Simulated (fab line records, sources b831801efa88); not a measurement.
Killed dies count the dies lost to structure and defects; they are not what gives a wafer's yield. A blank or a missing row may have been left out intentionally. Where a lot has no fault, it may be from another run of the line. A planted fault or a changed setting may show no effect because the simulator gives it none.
Chamber matching :: flow gf180mcu :: 4 sister chambers for GF_V3_CMP_26 on cmp-01
The step polishes, stops on SiO2, t overpolish 15 s, target thk 0 nm. 8 wafers are shown with their chamber, then 7 later ones without.

## EACH WAFER AND ITS CHAMBER
wafer: L684.1
chamber: 3
motor-current-A (A): 10.4
time-to-endpoint-s (s): 82.1

wafer: L684.4
chamber: 0
motor-current-A (A): 10.1
time-to-endpoint-s (s): 84.7

wafer: L685.1
chamber: 0
motor-current-A (A): 10.1
time-to-endpoint-s (s): 84.1

wafer: L688.2
chamber: 1
motor-current-A (A): 10.8
time-to-endpoint-s (s): 78.2

wafer: L688.4
chamber: 2
motor-current-A (A): 11.4
time-to-endpoint-s (s): 79.9

wafer: L688.6
chamber: 1
motor-current-A (A): 10.6
time-to-endpoint-s (s): 78.6

wafer: L691.2
chamber: 2
motor-current-A (A): 10.8
time-to-endpoint-s (s): 79.6

wafer: L691.3
chamber: 3
motor-current-A (A): 10.2
time-to-endpoint-s (s): 80.1

## WAFERS WITHOUT THEIR CHAMBER
wafer: L691.6
motor-current-A (A): 10.7
time-to-endpoint-s (s): 83.1

wafer: L697.2
motor-current-A (A): 10.6
time-to-endpoint-s (s): 86.7

wafer: L697.4
motor-current-A (A): 10.8
time-to-endpoint-s (s): 84.3

wafer: L697.6
motor-current-A (A): 10.1
time-to-endpoint-s (s): 85.7

wafer: L698.2
motor-current-A (A): 11.5
time-to-endpoint-s (s): 85.2

wafer: L698.3
motor-current-A (A): 10.3
time-to-endpoint-s (s): 82.8

wafer: L698.4
motor-current-A (A): 10.1
time-to-endpoint-s (s): 84.9

## EACH ONE'S CHAMBER
wafer: L691.6
from the rows above: can't be placed: 0 or 3 or 2
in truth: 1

wafer: L697.2
from the rows above: 0
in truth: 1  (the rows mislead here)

wafer: L697.4
from the rows above: can't be placed: 0 or 3
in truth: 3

wafer: L697.6
from the rows above: 0
in truth: 0

wafer: L698.2
from the rows above: can't be placed: 0 or 2 or 3
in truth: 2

wafer: L698.3
from the rows above: can't be placed: 3 or 0
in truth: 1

wafer: L698.4
from the rows above: 0
in truth: 0
Correctly placed: 2 of 7. Cannot be placed on the basis of these rows: 4; the candidates contain the true chamber in 2. Number placed wrongly: 1.
How it was worked out, from the rows above alone: a wafer's distance from a chamber is the root of the sum, over the readings, of the square of ((its reading less the chamber's mean) divided by the reading's scatter). The wafer belongs to the nearest chamber; if the next one is less than 2 further off, it can't be placed. A chamber's mean is the mean of its shown wafers. The scatter: take each reading less its chamber's mean, square it, sum over the shown wafers, divide by the number of wafers less the number of chambers, and take the root.
